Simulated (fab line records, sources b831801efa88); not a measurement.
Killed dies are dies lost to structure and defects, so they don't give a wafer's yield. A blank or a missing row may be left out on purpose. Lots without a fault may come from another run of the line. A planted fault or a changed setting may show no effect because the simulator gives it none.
Chamber matching | flow sky130 | SKY_LI_CONTACT_CMP_02 on cmp-01: 4 sister chambers
The step polishes PSG. 20 wafers are shown with their chamber, then 10 later ones without.

WAFERS WITH THEIR CHAMBER
wafer  | chamber | motor_current_A (A) | time_to_endpoint_s (s) | head_pressure_psi (psi)
L075.1 | 1       | 12.3                | 32.9                   | 3.996
L075.2 | 0       | 10.9                | 32.8                   | 3.992
L075.4 | 3       | 14.1                | 36.0                   | 3.990
L074.1 | 0       | 10.5                | 37.0                   | 4.003
L074.3 | 1       | 12.5                | 35.4                   | 4.002
L074.5 | 1       | 12.6                | 31.8                   | 4.005
L077.3 | 3       | 13.5                | 33.7                   | 4.000
L077.5 | 2       | 13.2                | 29.5                   | 3.997
L077.6 | 3       | 14.0                | 34.9                   | 3.998
L078.4 | 3       | 13.8                | 36.9                   | 4.004
L078.5 | 0       | 10.2                | 37.6                   | 3.987
L078.6 | 1       | 12.2                | 30.8                   | 4.009
L084.4 | 1       | 12.1                | 29.5                   | 3.990
L084.5 | 2       | 12.9                | 26.5                   | 4.011
L084.6 | 1       | 12.1                | 28.5                   | 3.998
L089.1 | 0       | 10.8                | 31.3                   | 4.005
L089.4 | 3       | 13.8                | 36.4                   | 4.006
L089.5 | 2       | 13.1                | 28.7                   | 4.006
L088.3 | 1       | 11.6                | 34.3                   | 4.007
L088.4 | 3       | 14.5                | 36.9                   | 4.001

SIGNATURES (means of the wafers above)
reading            | chamber 0 | chamber 1 | chamber 2 | chamber 3 | scatter within a chamber
motor_current_A    | 10.600    | 12.200    | 13.067    | 13.950    | 0.312
time_to_endpoint_s | 34.675    | 31.886    | 28.233    | 35.800    | 2.23
head_pressure_psi  | 3.99675   | 4.00100   | 4.00467   | 3.99983   | 0.00687
Rule: a wafer's distance from a chamber is the root of the sum, over the readings, of the square of ((its reading less the chamber's mean) divided by the reading's scatter). The wafer belongs to the nearest chamber; if the next one is less than 2 further off, it can't be placed. The scatter: the root of (the sum of the squares of (reading less its chamber's mean) over the shown wafers, divided by (wafers less chambers)).

WAFERS WITHOUT THEIR CHAMBER
wafer  | motor_current_A (A) | time_to_endpoint_s (s) | head_pressure_psi (psi)
L088.6 | 11.0                | 38.7                   | 4.008
L085.2 | 13.0                | 29.8                   | 4.000
L085.4 | 10.8                | 32.2                   | 3.988
L085.6 | 13.9                | 35.1                   | 3.994
L091.4 | 10.4                | 33.8                   | 3.997
L091.5 | 13.7                | 33.3                   | 3.990
L091.6 | 10.6                | 36.4                   | 4.011
L090.1 | 10.8                | 34.0                   | 3.999
L090.5 | 11.4                | 31.0                   | 3.987
L090.6 | 12.6                | 29.5                   | 3.976

WHICH CHAMBER EACH WENT THROUGH
wafer  | from the rows above     | in truth
L088.6 | 0                       | 0
L085.2 | can't be placed: 2 or 1 | 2
L085.4 | 0                       | 0
L085.6 | 3                       | 3
L091.4 | 0                       | 0
L091.5 | can't be placed: 3 or 2 | 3
L091.6 | 0                       | 0
L090.1 | 0                       | 0
L090.5 | can't be placed: 1 or 0 | 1
L090.6 | can't be placed: 1 or 2 | 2
Placed correctly: 6 of 10. Can't be placed from these rows: 4 (the true chamber is among the candidates in 4). Placed wrongly: 0.
